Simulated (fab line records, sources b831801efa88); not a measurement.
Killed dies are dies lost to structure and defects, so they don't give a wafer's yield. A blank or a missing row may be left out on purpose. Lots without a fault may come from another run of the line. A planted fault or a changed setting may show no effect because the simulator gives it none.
fab line records | flow sky130
record lots=4 wafers=12 last_day=50
route steps=708 shown SD_P@324 RES_XHIGH@332 SD_N@342 SALICIDE@361 LI_CONTACT@362 PAD_OPEN@708
lots that met no fault: from a run of the same line without faults
start_h: hours from the record's first day to the start of the lot's first wafer shown | wait_h: hours since the lot's step before | " the same as in the row above | L1.1+2: a row that stands for several wafers | - no value, or no start given | * or withheld: withheld | < > ~ a bound
route shown NAME@n: a module of which the file shows steps, and the number in the route of the first | usual: mean/standard deviation of fault-free wafers | same: alike in all rows | chamber/n: place in a boat | sites: the reading at each site | _std_site: their standard deviation | _edge_site: outer sites' mean less inner sites' | radius_mm: how far each site lies from the wafer's centre | mask NAME#n: copy n | behind: the tool/chamber that last shaped the wafer | hold: why the lot was held/for how many hours/how that ended | device: the transistor (n, p or np) that didn't switch | end of line: the same wafers' tests at the end of the route | a step without rows: its recipe alone | killed: dies lost to structure and defects at the first sort, not the wafer's yield | map: a wafer's dies, x killed, . not, _ none there
set.NAME: the setting as run; set.NAME@STEP: as run at that earlier step | model.NAME: the simulator's own value behind a step, which no gauge read
lots at some steps of the route; a table a step, a row a wafer
services: from which hour (start_h, from the record's first day; less than 0 if before it) a tool's chamber was out of use, for how many hours, and why
## steps
# step SKY_SD_P_EXPOSE_04
# recipe mask_id=PSDM na=0.6 source_shape=conventional sigma_outer=0.6 polarization=unpolarized target_cd_nm=380 dose_mj=138
# step SKY_SD_P_PEB_05
# recipe temp_c=withheld time_s=* resist=NOVOLAK
# step SKY_SD_P_DEVELOP_06
# recipe resist=NOVOLAK developer=TMAH develop_time_s=60 dev_temp_c=23
# step SKY_SD_P_IMPLANT_09
# recipe species=BF2 energy_kev=20 dose_cm2=3e+15 tilt_deg=0
# step SKY_SD_P_STRIP_10
# recipe chemistry=O2/N2 power_w=1400 pressure_mtorr=1500 platen_temp_c=withheld o2_flow_sccm=3000 n2_flow_sccm=300 overash_fraction=0.5
# step SKY_RES_XHIGH_DEHYDRATE_00
# recipe temp_c=200 time_s=60
# step SKY_RES_XHIGH_HMDS_01
# recipe prime_time_s=60 prime_temp_c=120
# step SKY_RES_XHIGH_COAT_02
# recipe resist=NOVOLAK spin_rpm=3000 resist_thk_nm=1140
# step SKY_RES_XHIGH_SOFTBAKE_03
# recipe temp_c=90 time_s=60 resist=NOVOLAK
# step SKY_RES_XHIGH_EXPOSE_04
# recipe mask_id=URPM na=0.6 source_shape=conventional sigma_outer=0.6 polarization=unpolarized target_cd_nm=1270 dose_mj=140
# columns lot.wafer tool chamber start_h wait_h mask model.RES_XHIGH.overlay_x_nm
L630.3+4+5 iline_stepper-02 0 637.34 - URPM#0 0.965
L633.2+4+6 iline_stepper-01 0 675.46 - URPM#0 0.5378
L645.1+2+5 iline_stepper-01 0 760.43 - URPM#0 305.8
L647.2+3+5 iline_stepper-01 0 779.03 - URPM#0 306
# step SKY_RES_XHIGH_PEB_05
# recipe temp_c=withheld time_s=* resist=NOVOLAK
# step SKY_RES_XHIGH_DEVELOP_06
# recipe resist=NOVOLAK developer=TMAH develop_time_s=60 dev_temp_c=23
# step SKY_RES_XHIGH_IMPLANT_07
# recipe species=BF2 energy_kev=20 dose_cm2=3.6e+14 tilt_deg=0
# step SKY_RES_XHIGH_STRIP_08
# recipe chemistry=O2/N2 power_w=1400 pressure_mtorr=1500 platen_temp_c=withheld o2_flow_sccm=3000 n2_flow_sccm=300 overash_fraction=0.5
# step SKY_SD_N_DEHYDRATE_00
# recipe temp_c=200 time_s=60
# step SKY_SD_N_HMDS_01
# recipe prime_time_s=60 prime_temp_c=120
# step SKY_SD_N_COAT_02
# recipe resist=NOVOLAK spin_rpm=3000 resist_thk_nm=1140
# step SKY_SD_N_SOFTBAKE_03
# recipe temp_c=90 time_s=60 resist=NOVOLAK
# step SKY_SD_N_EXPOSE_04
# recipe mask_id=NSDM na=0.6 source_shape=conventional sigma_outer=0.6 polarization=unpolarized target_cd_nm=380 dose_mj=141
# step SKY_SD_N_PEB_05
# recipe temp_c=withheld time_s=* resist=NOVOLAK
# step SKY_SD_N_DEVELOP_06
# recipe resist=NOVOLAK developer=TMAH develop_time_s=60 dev_temp_c=23
# step SKY_SD_N_IMPLANT_09
# recipe species=As energy_kev=50 dose_cm2=4e+15 tilt_deg=0
# step SKY_SD_N_IMPLANT_10
# recipe species=P energy_kev=20 dose_cm2=1e+14 tilt_deg=0
# step SKY_SD_N_STRIP_11
# recipe chemistry=O2/N2 power_w=1400 pressure_mtorr=1500 platen_temp_c=withheld o2_flow_sccm=3000 n2_flow_sccm=300 overash_fraction=0.5
# step SKY_SD_N_CLEAN_13
# recipe chemistry=SC1/SC2 mix=1:4:20 temp_c=70 time_s=150 dry=n2_spin
# step SKY_SD_N_RTA_14
# recipe temp_c=1075 time_s=2 idle_temp_c=650 ramp_up_c_per_s=150 ramp_down_c_per_s=90 ambient=N2
# step SKY_SALICIDE_CLEAN_00
# recipe chemistry=HF-last time_s=30 dilution=100:1 dry=ipa_marangoni
# step SKY_LI_CONTACT_HDPCVD_00
# recipe material=PSG target_thk_nm=930 sigma_open_frac=0.3 time_s=155 temp_c=600 sih4_flow_sccm=60 pressure_mtorr=6
# step SKY_LI_CONTACT_CMP_02
# recipe material=PSG down_force_psi=4 platen_rpm=60 pad_velocity_m_s=0.94248
# step SKY_PAD_OPEN_PROBE_99
# usual killed_at_M0_to_M3=43/6.8 killed_at_M4_up=3.3/2.1 killed_at_contacts=24/5 killed_at_front_end=15/4.4 killed_at_other=0.3/0.57 killed_dies=86/9.7 killed_on_rim=17/3.6 killed_open=47/7.3 killed_short=39/6.1
# same gross_dies=492 killed_at_back_side=0
# columns lot.wafer tool chamber start_h wait_h hold killed_at_M0_to_M3 killed_at_M4_up killed_at_contacts killed_at_front_end killed_at_other killed_dies killed_on_rim killed_open killed_short model.etest.res_xhigh_po.line_ohm_um model.etest.res_xhigh_po.width_nm
L630.3 prober-02 - 1103.69 0.2 - 47 2 27 17 0 93 20 59 34 5796 352.4
L630.4 prober-02 - 1103.74 0.2 - 39 5 25 19 0 88 16 53 35 5850 347.5
L630.5 prober-02 - 1103.79 0.2 - 29 2 28 9 0 68 14 39 29 6121 346
L633.2 prober-01 - 1128.82 0.1 - 43 4 18 12 0 77 14 35 41 5825 348.9
L633.4 prober-01 - 1128.92 0.2 - 42 2 18 18 0 80 16 42 37 5863 345
L633.6 prober-01 - 1129.02 0.2 - 39 1 21 7 0 68 11 43 25 5935 342.9
L645.1 prober-02 - 1185.24 0.1 await_dispo/10.4h/release 57 4 24 18 63 166 35 49 53 8159 246.2
L645.2 prober-02 - 1185.29 0.1 await_dispo/10.4h/release 47 3 24 9 70 153 33 46 37 8690 246.8
L645.5 prober-02 - 1185.44 0.2 await_dispo/10.4h/release 45 3 44 16 68 176 26 55 48 8432 246.4
L647.2 prober-01 - 1195.20 0.1 await_dispo/6.1h/release 53 4 26 20 72 175 35 59 44 8108 248.6
L647.3 prober-01 - 1195.25 0.2 await_dispo/6.1h/release 49 4 16 17 60 146 30 41 44 8277 245.8
L647.5 prober-01 - 1195.35 0.2 await_dispo/6.1h/release 51 3 19 25 66 164 24 54 42 8251 243.8
# killed by level:class
L630.3 CONTACT:geometric_particle:open=18 VIA1:geometric_particle:open=11 VIA3:geometric_particle:open=7 METAL1:geometric_particle:short=7 VIA1:geometric_particle:short=6 SPACER:geometric_particle:open=4 VIA2:geometric_particle:open=4 FIELD_ISO:geometric_particle:open=3
L630.4 CONTACT:geometric_particle:open=11 FIELD_ISO:geometric_particle:open=8 VIA1:geometric_particle:open=7 VIA2:geometric_particle:open=7 LOCAL_INTERCONNECT:geometric_particle:short=5 CONTACT:geometric_particle:short=5 METAL2:geometric_particle:short=4 VIA2:geometric_particle:short=4
L630.5 CONTACT:geometric_particle:open=11 METAL1:geometric_particle:short=8 LI_CONTACT:geometric_particle:open=5 LI_CONTACT:geometric_particle:short=5 VIA1:geometric_particle:open=5 VIA2:geometric_particle:open=4 FIELD_ISO:geometric_particle:short=3 VIA3:geometric_particle:open=3
L633.2 CONTACT:geometric_particle:open=6 METAL2:geometric_particle:short=6 VIA2:geometric_particle:short=6 VIA3:geometric_particle:open=5 METAL1:geometric_particle:short=5 FIELD_ISO:geometric_particle:open=4 LI_CONTACT:geometric_particle:short=4 LOCAL_INTERCONNECT:geometric_particle:short=4
L633.4 LI_CONTACT:geometric_particle:open=7 VIA1:geometric_particle:open=7 VIA2:geometric_particle:open=7 POLY_GATE:geometric_particle:short=6 VIA3:geometric_particle:open=6 VIA2:geometric_particle:short=6 POLY_GATE:geometric_particle:open=5 METAL1:geometric_particle:short=5
L633.6 CONTACT:geometric_particle:open=11 VIA3:geometric_particle:open=9 VIA2:geometric_particle:open=7 VIA1:geometric_particle:open=6 LOCAL_INTERCONNECT:geometric_particle:short=4 METAL2:geometric_particle:short=4 FIELD_ISO:geometric_particle:open=3 VIA2:geometric_particle:short=3
L645.1 RES_XHIGH:overlay=63 VIA1:geometric_particle:open=11 LI_CONTACT:geometric_particle:open=9 VIA1:geometric_particle:short=9 POLY_GATE:geometric_particle:short=7 CONTACT:geometric_particle:open=7 METAL1:geometric_particle:short=7 METAL2:geometric_particle:short=6
L645.2 RES_XHIGH:overlay=70 CONTACT:geometric_particle:open=14 VIA1:geometric_particle:open=10 METAL1:geometric_particle:short=7 VIA2:geometric_particle:open=7 VIA1:geometric_particle:short=5 CONTACT:geometric_particle:short=4 POLY_GATE:geometric_particle:short=3
L645.5 RES_XHIGH:overlay=68 CONTACT:geometric_particle:open=14 VIA1:geometric_particle:open=12 LI_CONTACT:geometric_particle:open=10 LOCAL_INTERCONNECT:geometric_particle:short=8 CONTACT:geometric_particle:short=8 VIA2:geometric_particle:open=6 POLY_GATE:geometric_particle:short=5
L647.2 RES_XHIGH:overlay=72 VIA1:geometric_particle:open=12 VIA2:geometric_particle:open=12 LI_CONTACT:geometric_particle:open=9 CONTACT:geometric_particle:open=9 VIA1:geometric_particle:short=8 VIA3:geometric_particle:open=6 FIELD_ISO:geometric_particle:open=5
L647.3 RES_XHIGH:overlay=60 CONTACT:geometric_particle:open=10 VIA1:geometric_particle:open=8 VIA3:geometric_particle:open=8 POLY_GATE:geometric_particle:short=6 METAL1:geometric_particle:short=6 VIA1:geometric_particle:short=6 VIA2:geometric_particle:open=5
L647.5 RES_XHIGH:overlay=66 VIA1:geometric_particle:short=11 VIA1:geometric_particle:open=11 CONTACT:geometric_particle:open=10 POLY_GATE:geometric_particle:open=8 VIA3:geometric_particle:open=6 FIELD_ISO:geometric_particle:open=5 POLY_GATE:geometric_particle:short=5
# map L645.5 (x killed, . not)
__________x..x...x.._________
________x.x.....xxx..._______
______....xx....x..x.x.._____
_____..xx...xxx.xxx..x.xx____
____.....x.x.x.xx...x.x...___
___..x..x.x.x.........x.xx.__
__....x...x...x.xx.......xx._
_.......xx..x...xx.x.xxxxx...
_.xxx......x.x..x......xxxxx.
_.....xx.xx.x.xxxxx.x.....x..
_x......xx.......x....x..x.x.
_.x..xx.....x...xx..x...x.xx.
_..x..xx.x...xx......x.xxx...
_.xxxx.xx..xxx..x..x..x......
_xxx..xxx.....xxxx....x.x.x..
__xxxx..x....x.xx....x.x.x.x_
___....xx...xx..x..........__
____..x.x...xx..x....xx..x___
_____..x...x..x..xx....x.____
______..x...x.....xx..x._____
________xxx..x..x.x.xx_______
__________.x........_________
# map L647.2 (x killed, . not)
__________x.x...xx.._________
________.x..x...x...xx_______
______xx.xx.x...xx.x.xx._____
_____x.........x.....x.x.____
____x...xx...xx.x.x.xx..x.___
___.xx.xxx.x...x....xx.x..x__
__..x......xx..xx..x.x......_
_xx....x...xx.xx....xxx..x.x.
_.x.....x...x.xxxxx.xxx.x....
_......x...xx..x....xxx......
_....xx.xx...x.x........xxx..
_.xxx..xx..xx.xx..x.....xx..x
_x..xx......xx........x..x...
_...x..x.xxx.xx.x........x...
_x..x...x..x...xx.x..xxx...x.
__x...xx.....x.............._
___....x.xx.x....xx.xxx.xx.__
____.x.x.....x..xx........___
_____....xx..x......x.x.x____
______..x..xxxx..xx..x.._____
________.x..xx..xxx..x_______
__________.x......xx_________
## services
# columns tool chamber start_h hours kind
iline_stepper-02 - 620.95 0.7 repair
iline_stepper-01 0 622.69 - calibration
iline_stepper-02 - 625.35 1.7 pm
iline_stepper-02 - 686.11 12.5 repair
iline_stepper-02 - 698.59 28.9 pm
iline_stepper-01 - 710.64 5.6 repair
iline_stepper-01 - 737.67 1.7 pm
iline_stepper-01 - 758.48 - calibration
iline_stepper-02 0 764.50 - calibration
## key
first_sign step=SKY_PAD_OPEN_PROBE_99 reading=killed_at_other direction=up sigmas=66 usual=0.3 struck=66.5
effect step=SKY_PAD_OPEN_PROBE_99 reading=killed_dies direction=up sigmas=7.9 usual=86 struck=163
model_effect step=SKY_RES_XHIGH_EXPOSE_04 value=RES_XHIGH.overlay_x_nm without=0.2489 struck=305.9
model_effect step=SKY_PAD_OPEN_PROBE_99 value=etest.res_xhigh_po.line_ohm_um without=5831 struck=8320
more_kills_born_at SKY_RES_XHIGH_EXPOSE_04@iline_stepper-01=399
met_at SKY_RES_XHIGH_EXPOSE_04
struck_wafers L645.1,L645.2,L645.5,L647.2,L647.3,L647.5
tester_left_out L645,L647
onset_between 675.46 760.43
also_fits time
fault kind=scanner_matching_overlay tool=iline_stepper-01 chamber=- onset_h=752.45 steps=SKY_RES_XHIGH_EXPOSE_04 offset=305.66
# tester_left_out: of these lots the tester's yield and bins aren't shown, on N5 and GAA mostly nor the transistor test; their killed dies are dies lost to structure and defects alone, not to doping, threshold or leakage, so they don't give the yield
